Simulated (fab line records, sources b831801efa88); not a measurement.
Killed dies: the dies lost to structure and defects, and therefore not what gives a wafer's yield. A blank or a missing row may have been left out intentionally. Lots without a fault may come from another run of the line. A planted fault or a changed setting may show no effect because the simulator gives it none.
Split-lot trial	flow sfq_line	5 lots, 23 wafers read, on a route of 325 steps

THE SPLIT ITSELF
At SFQ_TRILAYER_M7_DEP_SPUTTER_175 (material Nb, target thk 200 nm, time 133.3 s), the setting time_s was moved away from the recipe's 133.3 s on 9 of the 23 wafers read, by -14.3% to +14.6%. All remaining wafers had this setting at the recipe value.

FROM THE SPLIT TO THE READING: what the file shows between them, 5 steps
- SFQ_M7_RS_MEAS_943: measures by four-point-probe
- SFQ_TRILAYER_M7_LITHO_COAT_177: resist thk 600 nm (also split here: resist_thk_nm)
- SFQ_TRILAYER_M7_LITHO_SOFTBAKE_181
- SFQ_TRILAYER_M7_LITHO_EXPOSE_178: exposes mask M7, target cd 500 nm
- SFQ_TRILAYER_M7_BARC_OPEN_METAL_ETCH_229: etches BARC in O2, target depth 125 nm, time 41.7 s

THE READING
oes_product_au, in a.u., at SFQ_TRILAYER_M7_ETCH_METAL_ETCH_180 (etches Nb in Cl2/Ar, stops on SiO2, target depth 240 nm, time 120 s). A value of 0.894 a.u. with a standard deviation of 0.0087 a.u. is what fault-free wafers of this fab line usually give.

wafer	tool, chamber at the split	time_s as run, s	against the recipe	oes_product_au, a.u.	against lot-mates on the recipe
L074.2	pvd_sputter-04, -	133.3	recipe	0.887	-
L074.4	pvd_sputter-04, -	133.3	recipe	0.896	-
L074.6	pvd_sputter-04, -	133.3	recipe	0.895	-
L075.1	pvd_sputter-06, -	114.2	-14.3%	0.828	-0.073
L075.2	pvd_sputter-06, -	114.2	-14.3%	0.837	-0.064
L075.4	pvd_sputter-06, -	133.3	recipe	0.901	-
L075.5	pvd_sputter-06, -	133.3	recipe	0.900	-
L075.6	pvd_sputter-06, -	133.3	recipe	0.903	-
L078.1	pvd_sputter-04, -	133.3	recipe	0.893	-
L078.3	pvd_sputter-04, -	152.7	+14.6%	0.968	+0.073
L078.4	pvd_sputter-04, -	133.3	recipe	0.898	-
L078.5	pvd_sputter-04, -	152.7	+14.6%	0.964	+0.069
L078.6	pvd_sputter-04, -	133.3	recipe	0.895	-
L083.1	pvd_sputter-04, -	133.3	recipe	0.893	-
L083.2	pvd_sputter-04, -	118.5	-11.1%	0.826	-0.071
L083.4	pvd_sputter-04, -	133.3	recipe	0.900	-
L083.5	pvd_sputter-04, -	118.5	-11.1%	0.827	-0.070
L083.6	pvd_sputter-04, -	118.5	-11.1%	0.833	-0.064
L085.1	pvd_sputter-03, -	126.1	-5.4%	0.848	-0.041
L085.2	pvd_sputter-03, -	133.3	recipe	0.878	-
L085.3	pvd_sputter-03, -	133.3	recipe	0.897	-
L085.4	pvd_sputter-03, -	133.3	recipe	0.893	-
L085.6	pvd_sputter-03, -	126.1	-5.4%	0.875	-0.014

THE FIT
A straight line over all 23 wafers: oes_product_au changes by +0.00505 a.u. for each +1% of time_s; r = +0.98; the points scatter about the line by 0.0085 a.u.
The same after taking each lot's own level away (the mean of its wafers on the recipe; 23 wafers): +0.00518 a.u. for each +1%; r = +0.98; scatter 0.0073 a.u.
On that fit, the largest move of time_s shifts the reading by 0.075 a.u.
The span of the lots' own levels, 0.8893 to 0.9013 a.u., comes to 1.4 times the standard deviation stated above.
Consequently the slope shifts little with the lot-to-lot level, the two slopes agreeing.
Check: with one of the wafers moved furthest among these (+14.6%) left out of the fit, the line predicts +0.0746 a.u. for it against its lot-mates. Against them it came out at +0.0727 a.u.

ADDITIONAL SPLITS CARRIED BY THESE WAFERS
Note: prior to the reading, these wafers also went through further splits. Each is held against what the fit with the lots' levels taken away leaves over:
other split on the same wafers	wafers away from the commonest value	r with oes_product_au (lot level and that fit taken away)
SFQ_TRILAYER_C5_LITHO_COAT_151 spin_rpm	10	+0.33
SFQ_TRILAYER_C5_LITHO_PEB_154 peb_time_s	5	-0.11
SFQ_TRILAYER_M6_LITHO_PEB_162 peb_time_s	10	-0.11
SFQ_TRILAYER_M6_ETCH_METAL_ETCH_162 pressure_mtorr	15	+0.16
SFQ_TRILAYER_I6_VIA_LITHO_COAT_174 resist_thk_nm	8	-0.48
SFQ_TRILAYER_I6_VIA_LITHO_PEB_172 peb_temp_c	5	-0.04
SFQ_TRILAYER_M7_LITHO_COAT_177 resist_thk_nm	6	-0.08

THE WHOLE CHAIN: every reading that the file lists as answering this split, in the file's order
step	what it does	reading	change (the file's fit)	r (the file's)
SFQ_TRILAYER_M7_DEP_SPUTTER_175	material Nb, target thk 200 nm, time 133.3 s	Nb_of_TRILAYER_M7_DEP_SPUTTER_175.thk_nm (the simulator's own value, which no gauge read)	+2.01 nm for each +1% of the setting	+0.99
SFQ_M7_RS_MEAS_943	measures by four-point-probe	M7_NB_RS	-0.00927 for each +1% of the setting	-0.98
SFQ_TRILAYER_M7_ETCH_METAL_ETCH_180	etches Nb in Cl2/Ar, stops on SiO2, target depth 240 nm, time 120 s	oes_product_au	+0.00511 a.u. for each +1% of the setting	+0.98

THE FILE'S OWN FIT
oes_product_au changes by +0.00511 a.u. for each +1% of time_s, r = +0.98.
